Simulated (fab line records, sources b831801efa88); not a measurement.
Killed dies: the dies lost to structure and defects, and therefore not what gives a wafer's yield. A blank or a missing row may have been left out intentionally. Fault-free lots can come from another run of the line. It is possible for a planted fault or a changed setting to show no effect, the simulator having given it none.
What tool caused it? ; flow gf180mcu ; Sampling: 13 lots, 39 wafers, 4 of 602 route steps

## WHAT THE GAUGES SHOWED, per wafer
GF_VT_IMPLANT_TW_MEAS_21.
lot;measured;on;VT_IMPLANT_2_TW
L181;day 6 06:20;filmMetro-02;1228 1228 1230
L182;day 6 11:15;filmMetro-03;1216 1221 1210
L184;day 7 00:45;filmMetro-02;1228 1229 1235
L186;day 7 11:16;filmMetro-03;1213 1213 1210
L189;day 8 05:35;filmMetro-02;1225 1222 1226
L191;day 8 20:50;filmMetro-02;1232 1225 1224
L193;day 9 04:14;filmMetro-01;1215 1218 1212
L195;day 9 22:39;filmMetro-02;1223 1227 1227
L196;day 10 04:05;filmMetro-02;1227 1229 1226
L200;day 11 05:57;filmMetro-01;1208 1207 1209
L202;day 11 20:20;filmMetro-02;885 887 888
L203;day 12 00:35;filmMetro-02;886 885 886
L204;day 12 06:19;filmMetro-01;871 866 868

GF_V1_THK_MEAS_25: measures by xrf.
lot;measured;on;V1_W_THK (nm)
L181;day 18 01:28;filmMetro-01;354 355 351
L182;day 18 09:04;filmMetro-01;357 353 356
L184;day 19 06:52;filmMetro-01;355 353 359
L186;day 19 20:28;filmMetro-01;353 350 354
L189;day 21 00:57;filmMetro-01;352 345 351
L191;day 21 19:36;filmMetro-04;338 345 342
L193;day 22 08:21;filmMetro-01;349 350 348
L195;day 23 08:46;filmMetro-03;360 359 364
L196;day 23 15:42;filmMetro-04;346 344 341
L200;day 25 00:01;filmMetro-01;348 350 351
L202;day 25 17:24;filmMetro-01;356 358 352
L203;day 25 21:56;filmMetro-01;350 351 351
L204;day 26 02:08;filmMetro-01;347 352 348

## TOOL THAT RAN EACH LOT (tool first, then ch and the chambers of the sampled wafers, then the start)
lot;GF_VT_IMPLANT_IMPLANT_19;GF_V1_ETCH_17
L181;implanter-01 ch 0, day 6 06:05;rieDiel-03 ch 0,1,2, day 18 01:28 or earlier
L182;implanter-01 ch 0, day 6 11:01;rieDiel-03 ch 1,2,3, day 18 09:04 or earlier
L184;implanter-01 ch 0, day 7 00:31;rieDiel-01 ch 0,3, day 19 06:52 or earlier
L186;implanter-03 ch 0, day 7 11:02;rieDiel-03 ch 1,2,3, day 19 20:28 or earlier
L189;implanter-01 ch 0, day 8 05:20;rieDiel-01 ch 1,2,3, day 21 00:57 or earlier
L191;implanter-01 ch 0, day 8 20:35;rieDiel-03 ch 0,1,2, day 21 19:36 or earlier
L193;implanter-03 ch 0, day 9 03:59;rieDiel-03 ch 0,2,3, day 22 08:21 or earlier
L195;implanter-01 ch 0, day 9 22:25;rieDiel-02 ch 0,1,3, day 23 08:46 or earlier
L196;implanter-01 ch 0, day 10 03:50;rieDiel-02 ch 0,1,3, day 23 15:42 or earlier
L200;implanter-03 ch 0, day 11 05:43;rieDiel-01 ch 1,2, day 25 00:01 or earlier
L202;implanter-01 ch 0, day 11 20:05;rieDiel-01 ch 1,2,3, day 25 17:24 or earlier
L203;implanter-01 ch 0, day 12 00:20;rieDiel-02 ch 0,1,2, day 25 21:56 or earlier
L204;implanter-01 ch 0, day 12 06:07;rieDiel-01 ch 0,2,3, day 26 02:08 or earlier
- GF_VT_IMPLANT_IMPLANT_19
- GF_V1_ETCH_17: etches SiO2 in C4F8/O2/Ar, stops on TiN, target depth 630 nm.

## AS READ BY THE TOOLS THEMSELVES (means over the sampled wafers that have a number; for cases with no such wafer, the mark the record gives instead)
GF_VT_IMPLANT_IMPLANT_19.
lot;tool;doseIonsCm2
L181;implanter-01;4.35e+12
L182;implanter-01;4.35e+12
L184;implanter-01;4.35e+12
L186;implanter-03;4.35e+12
L189;implanter-01;4.36e+12
L191;implanter-01;4.35e+12
L193;implanter-03;4.35e+12
L195;implanter-01;4.35e+12
L196;implanter-01;4.35e+12
L200;implanter-03;4.35e+12
L202;implanter-01;4.35e+12
L203;implanter-01;4.34e+12
L204;implanter-01;4.35e+12

GF_V1_ETCH_17.
lot;tool;oesProductAu (a.u.);rfFwdPowerW (W)
L181;rieDiel-03;0.854;1494
L182;rieDiel-03;0.859;1491
L184;rieDiel-01;0.855;1488
L186;rieDiel-03;0.855;1493
L189;rieDiel-01;0.858;1493
L191;rieDiel-03;0.856;1492
L193;rieDiel-03;0.854;1498
L195;rieDiel-02;0.859;1497
L196;rieDiel-02;0.854;1494
L200;rieDiel-01;0.859;1495
L202;rieDiel-01;0.859;1496
L203;rieDiel-02;0.855;1494
L204;rieDiel-01;0.861;1494

## THE ANSWER, worked out from the rows above alone
Rule: the lots themselves supply what counts as usual. Put in order of their means at a reading, lots are off if they are a third of the lots or fewer, leave a main group of 4 or more, and stand apart from it by a gap of 3 or more times the standard deviation of the main group's means; of several such gaps the widest counts. A main group is skipped when, at the precision printed for the reading in the tables above, its means are all equal. Also off: a lot with no number at a reading for which 4 or more lots have one. Any other lot the step has rows for is counted as sound. First the gauges in route order, then the tools' own readings, where a lot's mean is used as printed above. At the first step where some lot is off, the reading lying furthest off is the one used; lots without a number count as furthest.
Off: at GF_VT_IMPLANT_TW_MEAS_21 (VT_IMPLANT_2_TW), L202, L203, L204. Mean 1221 and standard deviation 7.6 in the main group.
If a tool, at a process step before that reading, ran all the lots that are off and no sound lot after the first of them, it fits. The gauges at GF_VT_IMPLANT_TW_MEAS_21 are tried like those tools. One fits: GF_VT_IMPLANT_IMPLANT_19 on implanter-01. Its last sound lot is L196 (day 10 03:50), its first lot that is off L202 (day 11 20:05): a fault that began between those two fits.

## WHAT THE SIMULATOR HAD INSERTED
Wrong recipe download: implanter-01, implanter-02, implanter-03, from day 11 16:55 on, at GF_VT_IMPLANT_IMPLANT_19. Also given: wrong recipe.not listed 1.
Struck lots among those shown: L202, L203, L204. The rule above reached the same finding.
